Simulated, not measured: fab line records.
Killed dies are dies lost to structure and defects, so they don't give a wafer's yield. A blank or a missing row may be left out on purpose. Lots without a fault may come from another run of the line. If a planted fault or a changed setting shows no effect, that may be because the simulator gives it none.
Chamber matching | flow sky130 | SKY_LI_CONTACT_ETCH_15 on rie_diel-03 has 4 sister chambers
The step etches PSG in C4F8/O2/Ar, stops on Si, target depth 600 nm. 8 wafers are shown with their chamber, then 10 later ones without.

== WAFERS, EACH WITH ITS CHAMBER ==
wafer  | chamber | oes_product_au (a.u.)
L081.2 | 2       | 0.831
L083.4 | 0       | 0.836
L083.5 | 1       | 0.837
L087.1 | 1       | 0.837
L087.2 | 3       | 0.836
L087.3 | 0       | 0.843
L087.4 | 2       | 0.842
L087.5 | 3       | 0.841

== WAFERS WITH NO CHAMBER GIVEN ==
wafer  | oes_product_au (a.u.)
L087.6 | 0.837
L086.1 | 0.842
L086.4 | 0.842
L086.5 | 0.841
L090.3 | 0.840
L090.4 | 0.835
L090.5 | 0.834
L096.1 | 0.836
L096.4 | 0.844
L096.6 | 0.827

== CHAMBER TAKEN BY EACH ==
wafer  | from the rows above               | in truth
L087.6 | can't be placed: 1 or 2 or 3 or 0 | 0
L086.1 | can't be placed: 0 or 3 or 1 or 2 | 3
L086.4 | can't be placed: 0 or 3 or 1 or 2 | 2
L086.5 | can't be placed: 0 or 3 or 1 or 2 | 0
L090.3 | can't be placed: 0 or 3 or 1 or 2 | 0
L090.4 | can't be placed: 2 or 1 or 3 or 0 | 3
L090.5 | can't be placed: 2 or 1 or 3 or 0 | 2
L096.1 | can't be placed: 2 or 1 or 3 or 0 | 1
L096.4 | can't be placed: 0 or 3 or 1 or 2 | 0
L096.6 | can't be placed: 2 or 1 or 3 or 0 | 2
Correct placement for 0 of the 10. Not placeable from these rows: 10 (in 10, the candidates include the true chamber). Wrongly placed: 0.
How it was worked out, from the rows above alone: a wafer's distance from a chamber is the root of the sum, over the readings, of the square of ((its reading less the chamber's mean) divided by the reading's scatter). The wafer belongs to the nearest chamber; if the next one is less than 2 further off, it can't be placed. For every chamber, the mean is computed from those of its wafers that are shown. The scatter: the root of (the sum of the squares of (reading less its chamber's mean) over the shown wafers, divided by (wafers less chambers)).
